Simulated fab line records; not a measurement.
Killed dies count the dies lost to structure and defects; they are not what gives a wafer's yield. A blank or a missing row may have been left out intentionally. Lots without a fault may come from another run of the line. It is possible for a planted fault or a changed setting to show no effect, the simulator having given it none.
Split-lot trial	flow sky130	5 lots, 27 wafers read, on a route of 708 steps

## SPLIT DETAILS
At SKY_METAL4_SPUTTER_02 (material AlCu, target thk 735 nm, time 39.1 s), the setting time_s was moved away from the recipe's 39.1 s on 6 of the 27 wafers read, by -50.3% to -38.5%. For the rest of the wafers, this setting stayed at what the recipe calls for.

## FROM SPLIT TO READING: 1 step shown by the file between the two
- SKY_METAL4_ETCH_17: etches SiO2 in C4F8/O2/Ar, stops on TiN, time 3.9 s, target depth 15 nm (also split here: time_s)

## THE READING
oes_product_au, in a.u., at SKY_METAL4_METAL_ETCH_18 (etches the open film in Cl2/BCl3, stops on SiO2, target depth 845 nm, time 183.1 s). Typical for fault-free wafers on this fab line: 0.864 a.u., with standard deviation 0.0063 a.u.

wafer	tool, chamber at the split	time_s as run, s	against the recipe	oes_product_au, a.u.	against lot-mates on the recipe
L077.1	pvd_sputter-03, -	39.1	recipe	0.853	-
L077.2	pvd_sputter-03, -	39.1	recipe	0.866	-
L077.3	pvd_sputter-03, -	39.1	recipe	0.875	-
L077.4	pvd_sputter-03, -	39.1	recipe	0.864	-
L077.5	pvd_sputter-03, -	39.1	recipe	0.863	-
L077.6	pvd_sputter-03, -	39.1	recipe	0.860	-
L080.1	pvd_sputter-04, -	39.1	recipe	0.854	-
L080.2	pvd_sputter-04, -	39.1	recipe	0.852	-
L080.3	pvd_sputter-04, -	39.1	recipe	0.867	-
L080.4	pvd_sputter-04, -	39.1	recipe	0.860	-
L080.5	pvd_sputter-04, -	39.1	recipe	0.853	-
L080.6	pvd_sputter-04, -	39.1	recipe	0.851	-
L082.1	pvd_sputter-04, -	39.1	recipe	0.862	-
L082.2	pvd_sputter-04, -	39.1	recipe	0.861	-
L082.3	pvd_sputter-04, -	39.1	recipe	0.859	-
L082.4	pvd_sputter-04, -	24.06	-38.5%	0.706	-0.155
L082.5	pvd_sputter-04, -	24.06	-38.5%	0.704	-0.157
L082.6	pvd_sputter-04, -	24.06	-38.5%	0.698	-0.163
L084.1	pvd_sputter-01, -	39.1	recipe	0.849	-
L084.2	pvd_sputter-01, -	39.1	recipe	0.860	-
L084.4	pvd_sputter-01, -	39.1	recipe	0.862	-
L085.1	pvd_sputter-04, -	19.45	-50.3%	0.646	-0.212
L085.2	pvd_sputter-04, -	19.45	-50.3%	0.651	-0.207
L085.3	pvd_sputter-04, -	39.1	recipe	0.862	-
L085.4	pvd_sputter-04, -	19.45	-50.3%	0.664	-0.194
L085.5	pvd_sputter-04, -	39.1	recipe	0.849	-
L085.6	pvd_sputter-04, -	39.1	recipe	0.863	-

THE FIT
A straight line over all 27 wafers: oes_product_au changes by +0.00408 a.u. for each +1% of time_s; r = +1.00; the points scatter about the line by 0.0066 a.u.
The same after taking each lot's own level away (the mean of its wafers on the recipe; 27 wafers): +0.00408 a.u. for each +1%; r = +1.00; scatter 0.006 a.u.
The reading moves by 0.21 a.u. for the largest change in time_s, on that fit.
Across the lots, their own levels run from 0.8562 to 0.8635 a.u., a range of 1.2 times the standard deviation given above.
The two slopes agree, so the slope changes little with the lot-to-lot level.
Check: -0.203 a.u. against its lot-mates is what the line predicts for one of the wafers moved furthest among these (-50.3%) when that wafer is left out of the fit. Against them it came out at -0.212 a.u.

## ADDITIONAL SPLITS CARRIED BY THESE WAFERS
Other splits were also applied to these wafers ahead of the reading. Each is held against what the fit with the lots' levels taken away leaves over:
other split on the same wafers	wafers away from the commonest value	r with oes_product_au (lot level and that fit taken away)
SKY_CAPM_SPUTTER_02 time_s	6	+0.21
SKY_METAL4_ETCH_17 time_s	12	+0.16

## THE WHOLE CHAIN: every reading that the file lists as answering this split, in the file's order
step	what it does	reading	change (the file's fit)	r (the file's)
SKY_METAL4_SPUTTER_02	material AlCu, target thk 735 nm, time 39.1 s	AlCu_of_METAL4_SPUTTER_02.thk_nm (the simulator's own value, which no gauge read)	+7.32 nm for each +1% of the setting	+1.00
SKY_METAL4_METAL_ETCH_18	etches the open film in Cl2/BCl3, stops on SiO2, target depth 845 nm, time 183.1 s	oes_product_au	+0.00409 a.u. for each +1% of the setting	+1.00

## THE FILE'S OWN FIT
oes_product_au changes by +0.00409 a.u. for each +1% of time_s, r = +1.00.
